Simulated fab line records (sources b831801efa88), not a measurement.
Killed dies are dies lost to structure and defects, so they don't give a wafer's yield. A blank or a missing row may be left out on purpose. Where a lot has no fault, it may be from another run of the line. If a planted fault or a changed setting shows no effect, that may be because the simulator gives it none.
Comparing a struck lot with a sound one / flow sky130 / 14 out of 708 route steps
Sound: these wafers, L321.2, L321.3, L321.5. Wafers L333.1, L333.5, L333.6 were the ones struck. The cause comes at the end.
Order at every step that has rows: each side's tool, ch and its chambers, its first start. Under that, the readings that differ: sound wafers / struck wafers / difference of the means / sigmas: that difference in standard deviations of wafers without a fault.
alike: a reading whose means differ by less than 2 such deviations, as well as words and numbers matching on both sides. not compared: withheld readings; readings where some wafer has no value; bounds like >300 that might hide an equal value; numbers whose values overlap and for which the record gives no deviation.
Wherever a step has rows on one side only, a row that says differs or no value, or a row with sigmas, the two part there. Non-overlapping numbers with no deviation appear without sigmas and do not part them. A reading that every wafer of one side lacks parts them only if that side has two wafers or more.

first, 2 steps without rows for these wafers: SKY_VT_ADJUST_PCH_PEB_05; SKY_VT_ADJUST_PCH_DEVELOP_06 (develop time 60 s).
SKY_VT_ADJUST_PCH_OVL_MEAS_07:
  struck on overlay-02, day 15 04:18; sound on overlay-01, day 11 15:37
  alike: VT_ADJUST_PCH_OVL
following that, these wafers have no rows for 1 step: SKY_VT_ADJUST_PCH_IMPLANT_08.
SKY_VT_ADJUST_PCH_STRIP_09: strips in O2/N2.
  sound on plasma asher-02 ch 1, day 11 16:03; struck on plasma asher-02 ch 0,1, day 15 04:29
  alike: drypump motor current A, o2 flow sccm, oes product au, strip time to endpoint s
  not compared: rf hours counter h
SKY_VT_ADJUST_PCH_TW_MEAS_10:
  struck on film metro-01, day 15 04:35; sound on film metro-01, day 11 16:10
  alike: VT_ADJUST_PCH_TW
then, 6 steps without rows for these wafers: SKY_SONOS_TUNNEL_DEHYDRATE_00 (time 60 s); SKY_SONOS_TUNNEL_HMDS_01 (prime time 60 s); SKY_SONOS_TUNNEL_COAT_02 (resist thk 1140 nm); SKY_SONOS_TUNNEL_SOFTBAKE_03 (time 60 s); SKY_SONOS_TUNNEL_EXPOSE_04 (exposes mask TUNM, target cd 410 nm); SKY_SONOS_TUNNEL_PEB_05.
SKY_SONOS_TUNNEL_DEVELOP_06: develop time 60 s.
  sound on litho track-02 ch 0, day 12 16:23; struck on litho track-02, day 16 07:31
  no value came back on the struck wafers for chill plate temp C (C), develop time s (s); on the sound wafers chill plate temp C (C) reads 22.99 22.98 23.03
SKY_SONOS_TUNNEL_CD_MEAS_07: the cd target is 410 nm.
  struck on cd sem-02, day 16 07:41; sound on cd sem-02, day 12 16:32
reading=cd nm (nm); sound=410.3 412.6 410.9; struck=- - -; difference=no value on the struck wafers; sigmas=

## WHERE THEY PART
First at SKY_SONOS_TUNNEL_DEVELOP_06; last, within this record, at SKY_SONOS_TUNNEL_CD_MEAS_07.

WHY: what the simulator had put in
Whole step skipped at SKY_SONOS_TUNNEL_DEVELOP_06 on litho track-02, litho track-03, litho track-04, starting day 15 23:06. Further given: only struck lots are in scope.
